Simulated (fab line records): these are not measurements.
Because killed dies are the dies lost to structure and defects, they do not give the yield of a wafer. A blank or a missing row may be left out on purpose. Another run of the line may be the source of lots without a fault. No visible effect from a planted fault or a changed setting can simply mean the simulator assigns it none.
What tool caused it? -- flow sky130 -- Sampling: 11 lots, 33 wafers, 5 of 708 route steps

== WHAT THE GAUGES READ, wafer by wafer ==
SKY_VIA3_THK_MEAS_01.
lot,measured,on,VIA3_HDPCVD_THK (nm)
L510,day 39 05:11,filmMetro-02,1633 1629 1620
L512,day 39 19:48,filmMetro-02,1619 1623 1642
L514,day 40 05:09,filmMetro-03,1637 1640 1639
L515,day 40 14:02,filmMetro-04,1609 1643 1623
L516,day 40 20:26,filmMetro-03,1651 1652 1626
L517,day 41 09:02,filmMetro-04,1596 1605 1597
L524,day 43 06:17,filmMetro-03,1637 1634 1619
L526,day 43 19:22,filmMetro-03,1618 1662 1653
L528,day 44 04:51,filmMetro-04,1672 1634 1644
L529,day 44 12:18,filmMetro-02,1628 1617 1621
L532,day 45 10:56,filmMetro-03,1661 1617 1652

SKY_VIA3_RS_MEAS_22: uses a four-point probe to measure.
lot,measured,on,VIA3_W_RS (ohm/sq)
L510,day 40 08:06,filmMetro-04,0.288 0.296 0.296
L512,day 40 21:19,filmMetro-04,0.297 0.284 0.297
L514,day 41 06:59,filmMetro-03,0.293 0.294 0.288
L515,day 41 16:07,filmMetro-03,0.296 0.289 0.288
L516,day 41 21:55,filmMetro-04,0.293 0.294 0.297
L517,day 42 10:35,filmMetro-02,0.296 0.297 0.290
L524,day 44 06:52,filmMetro-02,0.296 0.257 0.263
L526,day 44 19:10,filmMetro-03,0.286 0.263 0.257
L528,day 45 04:19,filmMetro-02,0.293 0.292 0.298
L529,day 45 11:23,filmMetro-02,0.291 0.297 0.296
L532,day 46 09:15,filmMetro-03,0.294 0.291 0.295

SKY_VIA3_THK_MEAS_23: measures by xrf.
lot,measured,on,VIA3_W_THK (nm)
L510,day 40 08:12,filmMetro-04,406 394 396
L512,day 40 21:26,filmMetro-04,394 411 395
L514,day 41 07:06,filmMetro-03,385 384 394
L515,day 41 16:14,filmMetro-03,385 391 393
L516,day 41 22:02,filmMetro-04,397 395 395
L517,day 42 10:41,filmMetro-02,393 392 404
L524,day 44 06:58,filmMetro-02,393 450 440
L526,day 44 19:16,filmMetro-03,397 435 443
L528,day 45 04:26,filmMetro-02,399 400 391
L529,day 45 11:31,filmMetro-02,402 393 393
L532,day 46 09:22,filmMetro-03,389 393 391

== EACH LOT AND THE TOOL THAT RAN IT (in order: tool; ch and the chambers of the sampled wafers; start) ==
lot,SKY_VIA3_SPUTTER_20,SKY_VIA3_CVD_21
L510,"pvdSputter-02, day 40 07:53","cvdW-02 ch 0,1, day 40 07:59"
L512,"pvdSputter-03, day 40 21:08","cvdW-02 ch 0,1, day 40 21:11"
L514,"pvdSputter-03, day 41 06:47","cvdW-02 ch 0,1, day 41 06:51"
L515,"pvdSputter-03, day 41 15:56","cvdW-02 ch 0,1, day 41 15:59"
L516,"pvdSputter-04, day 41 21:44","cvdW-01 ch 0,1, day 41 21:47"
L517,"pvdSputter-04, day 42 10:22","cvdW-02 ch 0,1, day 42 10:28"
L524,"pvdSputter-02, day 44 06:37","cvdW-02 ch 0,1, day 44 06:44"
L526,"pvdSputter-04, day 44 18:56","cvdW-02 ch 0,1, day 44 19:02"
L528,"pvdSputter-04, day 45 04:07","cvdW-01 ch 0,1, day 45 04:11"
L529,"pvdSputter-03, day 45 11:12","cvdW-01 ch 0,1, day 45 11:16"
L532,"pvdSputter-04, day 46 09:02","cvdW-01 ch 0,1, day 46 09:07"
- SKY_VIA3_SPUTTER_20: material TiN, target thk 20 nm, time 80 s.
- SKY_VIA3_CVD_21: deposits W, target thk 390 nm, time 117.31 s.

== AS READ BY THE TOOLS THEMSELVES (means over the sampled wafers that have a number; for cases with no such wafer, the mark the record gives instead) ==
SKY_VIA3_SPUTTER_20.
lot,tool,cathodeDcPowerW (W),throttleValvePct (%)
L510,pvdSputter-02,4000.3,28.3
L512,pvdSputter-03,4000.2,30.4
L514,pvdSputter-03,4000.0,30.4
L515,pvdSputter-03,4000.0,29.8
L516,pvdSputter-04,3999.5,30.6
L517,pvdSputter-04,4000.6,30.5
L524,pvdSputter-02,4000.7,28.6
L526,pvdSputter-04,4000.5,29.9
L528,pvdSputter-04,4000.4,30.2
L529,pvdSputter-03,4000.6,29.7
L532,pvdSputter-04,4000.3,30.2

SKY_VIA3_CVD_21.
lot,tool,heaterPowerW (W),susceptorTempC (C)
L510,cvdW-02,735,400.11
L512,cvdW-02,739,399.99
L514,cvdW-02,732,400.13
L515,cvdW-02,717,400.03
L516,cvdW-01,855,400.16
L517,cvdW-02,734,400.07
L524,cvdW-02,740,400.26
L526,cvdW-02,726,399.87
L528,cvdW-01,857,400.07
L529,cvdW-01,877,400.00
L532,cvdW-01,880,399.91

== THE ANSWER, worked out from the rows above alone ==
Rule: the usual values come from the lots themselves. The widest of any qualifying gaps counts: lots, ordered by their means at a reading, are off when they make up no more than a third of the lots, leave a main group of 4 or more, and stand apart from it by 3 or more times the standard deviation of that group's means. Not used: any main group whose means are identical at the precision the tables above print for the reading. A lot without any number at a reading at which 4 lots or more have one is off too. The other lots that the step has rows for count as sound. Order of review: gauges by route order, followed by the tools' own readings, for which a lot's mean as printed above is used. The first step at which some lot is off is used, and at that step the reading that is off furthest; a lot without a number counts as furthest.
Off: L524, L526, at SKY_VIA3_RS_MEAS_22 (VIA3_W_RS). Mean 0.293 ohm/sq and standard deviation 0.0013 in the main group.
A tool fits if, at a process step before that reading, it ran every lot that is off, and no sound lot after the first of them. The gauges at SKY_VIA3_RS_MEAS_22 are tried like those tools. One candidate fits, namely cvdW-02 at SKY_VIA3_CVD_21. A fault onset in the window from L517 (day 42 10:28, its last sound lot) to L524 (day 44 06:44, its first lot off) fits.

== WHAT THE SIMULATOR HAD PUT IN ==
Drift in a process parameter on cvdW-02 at SKY_VIA3_CVD_21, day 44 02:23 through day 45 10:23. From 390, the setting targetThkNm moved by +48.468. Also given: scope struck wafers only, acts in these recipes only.
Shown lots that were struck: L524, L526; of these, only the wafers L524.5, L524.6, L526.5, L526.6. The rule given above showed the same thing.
